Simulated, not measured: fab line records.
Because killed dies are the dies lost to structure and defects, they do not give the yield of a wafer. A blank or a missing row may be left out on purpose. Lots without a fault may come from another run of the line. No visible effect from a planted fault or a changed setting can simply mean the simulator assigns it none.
A struck lot beside a sound one / flow sky130 / 17 out of 708 route steps
Sound: the wafers L525.4, L525.5, L525.6. The struck wafers were L516.1, L516.2, L516.3. Last of all comes the cause.
Per side, at each step with rows, come the tool, then ch with its chambers, and then its first start. Under that, the readings that differ: sound wafers / struck wafers / difference of the means / sigmas: that difference in standard deviations of wafers without a fault.
alike: readings whose means differ by less than 2 such deviations, and words and numbers that are the same on both sides. not compared: withheld readings, readings that some wafer has no value for, bounds like >300 that may hide the same value, and numbers for which the record gives no deviation and whose values overlap.
Wherever a step has rows on one side only, a row that says differs or no value, or a row with sigmas, the two part there. Numbers that have no deviation but don't overlap get no sigmas and don't part them. A reading that every wafer of one side lacks parts them only if that side has two wafers or more.

first, 3 steps without rows for these wafers: SKY_LI_CONTACT_EXPOSE_09 (exposes mask LICM1, target cd 170 nm); SKY_LI_CONTACT_PEB_10; SKY_LI_CONTACT_DEVELOP_11 (develop time 60 s).
SKY_LI_CONTACT_CD_MEAS_12: target cd 170 nm.
  struck on cdSem-02, day 32 14:17; sound on cdSem-01, day 35 16:33
reading=cdNm (nm); sound=166.6 168.6 167.6; struck=173.5 173.1 171.9; difference=+5.2; sigmas=+3
SKY_LI_CONTACT_OVL_MEAS_13:
  struck on overlay-02, day 32 14:25; sound on overlay-01, day 35 16:38
reading=LI_CONTACT_OVL (nm); sound=-2 -2 5; struck=-13 -16 -10; difference=-13; sigmas=-2
SKY_LI_CONTACT_ETCH_14: etches BARC in N2/H2, stops on SiO2, time 45.9 s, target depth 60 nm.
  sound on rieDiel-02 ch 0,1,3, day 35 16:39; struck on rieDiel-02 ch 0,2,3, day 32 14:26
  alike: drypumpMotorCurrentA, oesProductAu, throttleValvePct
  not compared: rfHoursCounterH
SKY_LI_CONTACT_ETCH_15: etches PSG in C4F8/O2/Ar, stops on Si, target depth 600 nm.
  sound on rieDiel-02 ch 0,1,3, day 35 16:41; struck on rieDiel-02 ch 0,2,3, day 32 14:29
  alike: oesProductAu
SKY_LI_CONTACT_STRIP_16: strips in O2/N2.
  sound on plasmaAsher-04 ch 0,1, day 35 16:49; struck on plasmaAsher-01 ch 0,1, day 32 14:34
  alike: drypumpMotorCurrentA, oesProductAu, stripTimeToEndpointS
  not compared: rfHoursCounterH
then, 2 steps without rows for these wafers: SKY_LI_CONTACT_CLEAN_17 (cleans in NMP, time 600 s); SKY_LI_CONTACT_PRE_CLEAN_18 (time 5.6 s).
SKY_LI_CONTACT_SPUTTER_19: material Ti, target thk 20 nm, time 106.37 s.
  struck on pvdSputter-03, day 32 14:54; sound on pvdSputter-03, day 35 17:04
  alike: throttleValvePct
SKY_LI_CONTACT_SPUTTER_20: material TiN, target thk 20 nm, time 80 s.
  struck on pvdSputter-03, day 32 14:59; sound on pvdSputter-03, day 35 17:08
  alike: throttleValvePct
SKY_LI_CONTACT_CVD_21: deposits W, target thk 400 nm, time 120.56 s.
  sound on cvdW-02 ch 0,1, day 35 17:15; struck on cvdW-01 ch 0,1, day 32 15:02
  no value came back on the struck wafers for chamberPressureTorr (Torr), heaterPowerOuterW (W), heaterPowerW (W), timeS (s); on the sound wafers chamberPressureTorr (Torr) reads 39.82 40.02 39.98
SKY_LI_CONTACT_RS_MEAS_22: a four-point-probe measurement.
  struck on filmMetro-04, day 32 15:10; sound on filmMetro-02, day 35 17:23
reading=LI_CONTACT_W_RS (ohm/sq); sound=0.2868 0.2866 0.2872; struck=24.660 24.631 25.316; difference=+24.582; sigmas=+99 or more
SKY_LI_CONTACT_THK_MEAS_23: measures by xrf.
  struck on filmMetro-04, day 32 15:17; sound on filmMetro-02, day 35 17:29
  not compared: LI_CONTACT_W_THK
SKY_LI_CONTACT_CMP_24: polishes, stops on PSG, t overpolish 20 s, target thk 0 nm.
  sound on cmp-02 ch 2,3, day 35 17:31; struck on cmp-02 ch 1,2,3, day 32 15:20
reading=timeToEndpointS (s); sound=97 95 94; struck=2 1 3; difference=-93; sigmas=-22
  alike: motorCurrentA, platenRpm
-- here the record skips 16 days between the struck wafers' starts before and after, leaving off in module LI_CONTACT and picking up in module PAD_OPEN (first step shown: number 708 of the route) --
SKY_PAD_OPEN_PROBE_99:
  record: rows for the struck wafers here (prober-02, day 48 08:19), none for the sound ones

## WHERE THEY PART
Last at SKY_PAD_OPEN_PROBE_99 as far as this record goes, first at SKY_LI_CONTACT_CD_MEAS_12.

WHY: what the simulator had put in
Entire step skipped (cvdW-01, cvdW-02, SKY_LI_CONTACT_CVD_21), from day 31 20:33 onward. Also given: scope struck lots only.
